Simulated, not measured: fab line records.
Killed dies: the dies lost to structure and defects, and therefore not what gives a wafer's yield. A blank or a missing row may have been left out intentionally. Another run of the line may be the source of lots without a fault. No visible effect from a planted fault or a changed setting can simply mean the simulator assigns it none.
2 desks, one fault ; flow gf180mcu ; every desk sees just its own numbers, and what lay behind them comes last

FOR THE TOOL OWNER'S DESK: litho-track-04
The tool's own readings at GF_VT_IMPLANT_COAT_13 (resist thk 1000 nm): means of the sampled wafers that have a number, for each lot that ran on this tool. A lot is out of limits, marked OUT, if its mean lies more than 4 standard deviations from the usual mean; the brackets give that distance.
Columns: A = exhaust-pa at GF_VT_IMPLANT_COAT_13, usual 45.2 Pa; B = spin-speed-rpm at GF_VT_IMPLANT_COAT_13, usual 3000.5 rpm
lot;first seen here;A;B
L198;day 5 23:34;45.1;3000.1
L199;day 6 03:04;46.2;3003.3
L200;day 6 11:55;45.3;3253.1 (+99 or more) OUT
L201;day 6 17:19;44.9;3253.5 (+99 or more) OUT
This desk finds L200, L201 out of limits, L200 being first, at day 6 11:55 (spin-speed-rpm at GF_VT_IMPLANT_COAT_13). Within limits: L198, L199.

FROM THE METROLOGY DESK
Lot by lot, what the gauges showed, no matter which tool ran the lot: averages of those sampled wafers that carry a number. A lot is out of limits, marked OUT, if its mean lies more than 4 standard deviations from the usual mean; the brackets give that distance.
Columns: A = STI_OXIDATION_01_THK at GF_STI_THK_MEAS_22, usual 15.03 nm; B = MVPSD_OVL at GF_MVPSD_OVL_MEAS_07, usual 0.1 nm
lot;first seen here;A;B
L198;day 2 04:05;15.20;-2.1
L199;day 2 08:25;14.78;-0.4
L200;day 2 15:25;14.80;1.4
L201;day 2 18:40;15.23;1.1
L203;day 3 05:16;15.01;-0.7
L210;day 4 18:05;14.82;0.3
L211;day 5 00:29;14.91;-0.1
L214;day 5 14:02;14.65;-1.0
L215;day 5 19:17;15.30;-1.7
L216;day 5 23:37;15.16;-1.1
L217;day 6 05:55;15.50;0.6
L221;day 7 03:16;14.96;0.7
Finding of this desk: none of the 12 lots has anything out of limits.

ALL TOGETHER
An alarm could have come from the tool owner's desk at day 6 11:55, on L200, L201.
At the metrology desk, nothing out of limits was observed.
The metrology desk has L200, L201 on record, within its limits.
Every lot named ran GF_VT_IMPLANT_COAT_13 on litho-track-04.

WHAT THE SIMULATOR PUT IN
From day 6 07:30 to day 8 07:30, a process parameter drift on litho-track-04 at GF_VT_IMPLANT_COAT_13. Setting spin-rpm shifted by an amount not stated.
Shown lots that were struck: L200, L201.
Each desk's first reading out of limits, in hours after the fault started: the tool owner's desk, 4.
